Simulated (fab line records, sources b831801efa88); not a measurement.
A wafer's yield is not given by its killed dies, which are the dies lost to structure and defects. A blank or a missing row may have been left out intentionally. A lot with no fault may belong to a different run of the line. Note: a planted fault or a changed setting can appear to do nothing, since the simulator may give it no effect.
fab line records	flow sfqLine
record lots=14	wafers=42	lastDay=89
route steps=325 shown I3@143 R5@214 I6@266
lots with no fault: from the same line, run without faults
startH: start of the lot's first displayed wafer, in hours after the record's first day	waitH: time in hours since the lot's previous step	" as in the row above	L1.1+2: one row covering several wafers at once	- value missing, or start not given	* or withheld: withheld	< > ~ a bound
route shown NAME@n: NAME is a module with steps in the file, n the number in the route of the first one	usual: mean/standard deviation of fault-free wafers	same: alike in all rows	chamber/n: place in a boat	sites: readings site by site	_std_site: their standard deviation	_edge_site: inner sites' mean taken away from outer sites' mean	radiusMm: how far each site lies from the wafer's centre	mask NAME#n: copy n	behind: the last tool/chamber to shape the wafer	hold: the reason the lot was held/the length of the hold in hours/how it ended	device: whichever transistor did not switch (one of n, p or np)	end of line: the same wafers' tests at the end of the route	for a step that has no rows: nothing shown but its recipe	killed: at the first sort, the dies lost to defects and structure; wafer yield is something else	map: the dies of a wafer, with x for killed, . for not killed, _ for no die there
set.NAME: the run value of the setting; set.NAME@STEP: its run value at that earlier step	model.NAME: the simulator's own value behind a step, which no gauge read
steps of the route over a sample of lots; a table a step, a row a wafer
services: when a tool's chamber went out of use (startH, in hours from the record's first day, below 0 if earlier), for how many hours, and the reason
## steps
# step SFQ_I3_OVL_MEAS_923
# usual I3_OVL=-4/5.9
lot.wafer	tool	chamber	startH	waitH	I3_OVL[nm]
L686.1	overlay-02	-	706.48	0.1	6
L686.2	"	-	"	"	2
L686.6	"	-	"	"	3
L696.1	overlay-01	-	950.75	0.1	0
L696.4	"	-	"	"	-4
L696.5	"	-	"	"	1
L697.2	overlay-02	-	960.18	0.1	-7
L697.4	"	-	"	"	-6
L697.6	"	-	"	"	-6
L699.1	overlay-02	-	973.37	0.1	-14
L699.2	"	-	"	"	-5
L699.4	"	-	"	"	-7
L700.1	overlay-02	-	986.68	0.1	1
L700.5	"	-	"	"	6
L700.6	"	-	"	"	3
L701.2	overlay-01	-	997.87	0.1	-6
L701.4	"	-	"	"	-8
L701.6	"	-	"	"	-6
L702.2	overlay-01	-	1002.67	0.1	-10
L702.3	"	-	"	"	-2
L702.5	"	-	"	"	-4
L703.1	overlay-02	-	1017.18	0.1	-14
L703.4	"	-	"	"	-16
L703.5	"	-	"	"	-11
L704.2	overlay-01	-	1021.99	0.1	-1
L704.4	"	-	"	"	-2
L704.6	"	-	"	"	-7
L705.1	overlay-02	-	1032.78	0.1	-5
L705.2	"	-	"	"	-9
L705.5	"	-	"	"	-4
L706.1	overlay-02	-	1048.51	0.1	0
L706.2	"	-	"	"	-1
L706.5	"	-	"	"	-4
L707.1	overlay-02	-	1052.11	0.1	-4
L707.3	"	-	"	"	-7
L707.6	"	-	"	"	-3
L708.1	overlay-01	-	1062.91	0.1	5
L708.3	"	-	"	"	1
L708.4	"	-	"	"	-12
L709.2	overlay-01	-	1068.69	0.1	-15
L709.4	"	-	"	"	-14
L709.5	"	-	"	"	-2
# step SFQ_TRILAYER_R5_DEP_SPUTTER_134
# recipe material=Ti	basePressurePa=1.33e-06	targetThkNm=5	powerW=2000	timeS=5	chamberPressurePa=0.4
# usual basePressurePa=1.33e-06/1e-07	cathodeDcPowerW=2000.0/0.36	throttleValvePct=29.2/1.2
lot.wafer	tool	chamber	startH	waitH	basePressurePa	cathodeDcPowerW	throttleValvePct
L686.1	pvdSputter-04	-	1179.04	0.0	1.39e-06	1999.3	30.2
L686.2	"	-	"	"	1.31e-06	1999.3	28.9
L686.6	"	-	"	"	1.23e-06	1999.5	27.7
L696.1	pvdSputter-05	-	1410.64	0.0	-	-	-
L696.4	"	-	"	"	-	-	-
L696.5	"	-	"	"	-	-	-
L697.2	pvdSputter-04	-	1417.68	0.0	-	-	-
L697.4	"	-	"	"	-	-	-
L697.6	"	-	"	"	-	-	-
L699.1	pvdSputter-04	-	1439.80	0.0	1.62e-06	1999.8	29.0
L699.2	"	-	"	"	1.21e-06	2000.4	30.1
L699.4	"	-	"	"	1.28e-06	1999.5	29.0
L700.1	pvdSputter-05	-	1453.33	0.0	1.37e-06	1999.9	28.2
L700.5	"	-	"	"	1.45e-06	2000.5	28.3
L700.6	"	-	"	"	1.42e-06	1999.7	30.2
L701.2	pvdSputter-03	-	1463.44	0.0	1.35e-06	2000.1	29.5
L701.4	"	-	"	"	1.34e-06	2000.8	28.2
L701.6	"	-	"	"	1.35e-06	2000.1	29.2
L702.2	pvdSputter-04	-	1467.93	0.0	1.23e-06	2000.3	27.4
L702.3	"	-	"	"	1.3e-06	1999.9	29.9
L702.5	"	-	"	"	1.07e-06	1999.4	30.2
L703.1	pvdSputter-04	-	1623.97	0.0	1.31e-06	1999.8	28.9
L703.4	"	-	"	"	1.3e-06	2000.1	30.3
L703.5	"	-	"	"	1.34e-06	1999.7	27.7
L704.2	pvdSputter-05	-	1625.17	0.0	1.32e-06	2000.3	30.3
L704.4	"	-	"	"	1.37e-06	1999.9	28.4
L704.6	"	-	"	"	1.2e-06	2000.3	30.7
L705.1	pvdSputter-03	-	1642.21	0.0	1.32e-06	1999.3	29.4
L705.2	"	-	"	"	1.17e-06	2000.2	32.0
L705.5	"	-	"	"	1.44e-06	2000.0	32.1
L706.1	pvdSputter-03	-	1652.11	0.0	1.33e-06	2000.0	28.6
L706.2	"	-	"	"	1.37e-06	1999.8	29.3
L706.5	"	-	"	"	1.3e-06	1999.6	29.3
L707.1	pvdSputter-04	-	1653.66	0.0	1.19e-06	1999.9	30.2
L707.3	"	-	"	"	1.37e-06	1999.6	28.9
L707.6	"	-	"	"	1.23e-06	1999.5	29.0
L708.1	pvdSputter-05	-	1662.06	0.0	1.43e-06	1999.9	28.2
L708.3	"	-	"	"	1.36e-06	1999.9	29.9
L708.4	"	-	"	"	1.31e-06	2000.1	28.6
L709.2	pvdSputter-03	-	1666.26	0.0	1.25e-06	2000.2	29.2
L709.4	"	-	"	"	1.3e-06	2000.4	29.5
L709.5	"	-	"	"	1.56e-06	2000.0	32.2
# step SFQ_TRILAYER_I6_DEP_PECVD_165
# recipe material=SiO2	tempC=150	timeS=111.11	pressureTorr=2.4	rfW=183.3	precursor=SiH4/N2O	targetThkNm=500
# usual chamberPressureTorr=2.400/0.0054	heaterPowerW=87/17	throttleValvePct=24.7/1.6
lot.wafer	tool	chamber	startH	waitH	chamberPressureTorr	heaterPowerW	sinceWetCleanH	throttleValvePct
L686.1	pecvd-01	1	1597.20	0.0	2.403	74	1389	24.7
L686.2	"	2	"	"	2.394	87	1389	23.8
L686.6	"	2	"	"	2.398	84	-	23.9
L696.1	pecvd-03	1	1687.48	0.0	2.398	58	357	23.7
L696.4	"	0	"	"	2.401	83	-	22.5
L696.5	"	1	"	"	2.401	62	-	23.7
L697.2	pecvd-03	1	1696.97	0.0	2.403	57	366	23.6
L697.4	"	0	"	"	2.401	80	-	22.5
L697.6	"	1	"	"	2.405	61	-	23.4
L699.1	pecvd-01	0	1828.32	0.0	2.386	106	128	22.8
L699.2	"	2	"	"	2.403	73	128	23.1
L699.4	"	0	"	"	2.398	107	-	23.2
L700.1	pecvd-02	0	1848.19	0.0	2.396	81	1270	28.3
L700.5	"	0	"	"	2.409	82	-	27.9
L700.6	"	2	"	"	2.400	90	-	26.4
L701.2	pecvd-03	1	1849.39	0.0	2.395	68	519	23.9
L701.4	"	1	"	"	2.394	54	-	23.9
L701.6	"	2	"	"	2.404	109	-	25.6
L702.2	pecvd-03	2	1851.79	0.0	2.398	112	521	25.7
L702.3	"	1	"	"	2.396	66	521	24.0
L702.5	"	0	"	"	2.402	77	-	23.1
L703.1	pecvd-01	2	1879.10	0.0	2.398	80	179	23.1
L703.4	"	0	"	"	2.401	97	-	23.2
L703.5	"	1	"	"	2.399	79	-	23.9
L704.2	pecvd-03	0	1880.30	0.0	2.406	81	550	23.0
L704.4	"	0	"	"	2.398	85	-	23.3
L704.6	"	0	"	"	2.396	85	-	23.0
L705.1	pecvd-02	1	1881.63	0.0	2.408	104	1304	25.8
L705.2	"	2	"	"	2.401	90	1304	26.6
L705.5	"	0	"	"	2.396	76	-	27.9
L706.1	pecvd-02	0	1899.35	0.0	2.396	83	1322	28.1
L706.2	"	1	"	"	2.403	97	1322	25.9
L706.5	"	1	"	"	2.397	99	-	25.7
L707.1	pecvd-03	1	1902.54	0.0	2.403	66	572	24.3
L707.3	"	0	"	"	2.395	80	572	23.2
L707.6	"	2	"	"	2.406	120	-	25.6
L708.1	pecvd-02	2	1911.95	0.0	2.400	90	1334	26.5
L708.3	"	1	"	"	2.406	104	1334	25.9
L708.4	"	1	"	"	2.383	106	-	26.1
L709.2	pecvd-01	1	1913.17	0.0	2.397	65	213	23.8
L709.4	"	0	"	"	2.404	105	-	23.2
L709.5	"	2	"	"	2.398	74	-	23.5
# step SFQ_TRILAYER_I6_CMP_CMP_166
# recipe material=SiO2	downForcePsi=3	platenRpm=60	padVelocityMS=0.94248
# usual motorCurrentA=10.2/0.88	platenRpm=60.00/0.036	timeToEndpointS=216/8.7
lot.wafer	tool	chamber	startH	waitH	motorCurrentA	platenRpm	timeToEndpointS
L686.1	cmp-02	3	1597.87	0.6	11.7	60.00	215
L686.2	"	2	1599.37	2.1	9.2	59.95	216
L686.6	"	0	1600.37	3.1	10.1	60.00	230
L696.4	cmp-01	1	1690.87	3.3	10.5	60.01	223
L696.1	"	2	"	"	11.3	59.99	212
L696.5	"	0	1692.37	4.8	8.8	59.97	227
L697.2	cmp-02	1	1697.05	0.0	9.8	60.06	222
L697.4	"	3	1698.05	1.0	11.1	59.97	221
L697.6	"	1	1699.05	2.0	9.9	60.02	228
L699.4	cmp-02	3	1828.40	0.0	11.7	59.97	211
L699.2	"	0	"	"	9.4	60.02	211
L699.1	"	2	1829.90	1.5	9.5	59.98	207
L700.1	cmp-02	1	1853.50	5.3	9.3	60.01	217
L700.5	"	2	"	"	9.6	60.04	219
L700.6	"	3	"	"	11.3	59.97	216
L701.2	cmp-01	1	1853.55	4.1	10.8	59.98	212
L701.4	"	2	"	"	10.2	60.07	208
L701.6	"	0	1855.05	5.6	9.1	59.95	217
L702.2	cmp-01	2	1855.55	3.7	10.6	60.00	211
L702.3	"	3	"	"	10.7	60.06	212
L702.5	"	3	1858.05	6.2	10.9	60.02	209
L703.4	cmp-02	1	1879.68	0.5	9.8	60.00	202
L703.1	"	3	1880.68	1.5	12.0	59.96	212
L703.5	"	1	1881.68	2.5	9.6	59.99	211
L704.2	cmp-02	1	1882.18	1.8	10.3	59.96	209
L704.4	"	2	"	"	9.5	60.01	200
L704.6	"	2	1884.68	4.3	9.0	59.96	204
L705.1	cmp-02	2	1885.68	4.0	8.9	59.97	213
L705.2	"	3	"	"	11.7	59.99	217
L705.5	"	2	1887.68	6.0	9.6	59.99	217
L706.2	cmp-02	0	1900.43	1.0	9.5	59.99	201
L706.1	"	1	"	"	9.8	59.94	202
L706.5	"	2	"	"	9.3	60.05	206
L707.1	cmp-01	3	1903.12	0.5	10.9	60.00	205
L707.3	"	0	"	"	9.1	59.96	210
L707.6	"	2	1904.62	2.0	10.8	60.01	205
L708.4	cmp-01	1	1912.53	0.5	10.7	59.91	226
L708.1	"	2	"	"	10.4	59.97	206
L708.3	"	3	"	"	10.5	60.02	205
L709.4	cmp-02	1	1914.85	1.6	10.1	60.00	201
L709.2	"	2	"	"	9.1	59.98	206
L709.5	"	0	1916.35	3.1	10.1	59.99	209
## services
tool	chamber	startH	hours	kind
pecvd-03	-	1174.98	14.6	pm
pvdSputter-04	-	1228.59	1.2	repair
pecvd-03	-	1316.75	14.0	pm
cmp-02	-	1339.95	1.6	repair
cmp-02	-	1400.46	1.4	repair
cmp-02	-	1431.92	4.0	pm
cmp-02	-	1434.76	2.1	repair
pecvd-03	2	1450.05	3.8	repair
cmp-02	-	1452.70	0.7	repair
pecvd-03	-	1464.52	0.7	repair
cmp-02	-	1474.78	4.3	pm
pecvd-03	-	1520.98	0.9	repair
pvdSputter-04	-	1521.82	3.0	repair
cmp-02	-	1579.87	13.8	pm
cmp-02	-	1593.75	1.0	repair
cmp-02	-	1677.70	1.0	repair
cmp-02	-	1700.05	3.7	pm
cmp-02	-	1703.40	1.2	repair
cmp-02	-	1746.16	3.5	repair
cmp-02	-	1748.47	1.9	repair
cmp-02	-	1771.92	4.0	pm
cmp-02	-	1843.78	5.2	pm
cmp-02	-	1856.10	3.0	repair
cmp-02	-	1861.48	6.8	repair
## key
firstSign step=SFQ_TRILAYER_R5_DEP_SPUTTER_134	reading=toolRecord	direction=missing
effect none on later readings
metAt SFQ_TRILAYER_R5_DEP_SPUTTER_134
struckLots L696,L697
notActingAt SFQ_I3_OVL_MEAS_923,SFQ_TRILAYER_I6_DEP_PECVD_165,SFQ_TRILAYER_I6_CMP_CMP_166
onsetBetween 1179.04 1410.64
fault kind=skippedStepWhole	tool=pvdSputter-04,pvdSputter-05	chamber=-	onsetH=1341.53	steps=SFQ_TRILAYER_R5_DEP_SPUTTER_134	scope=struckLotsOnly
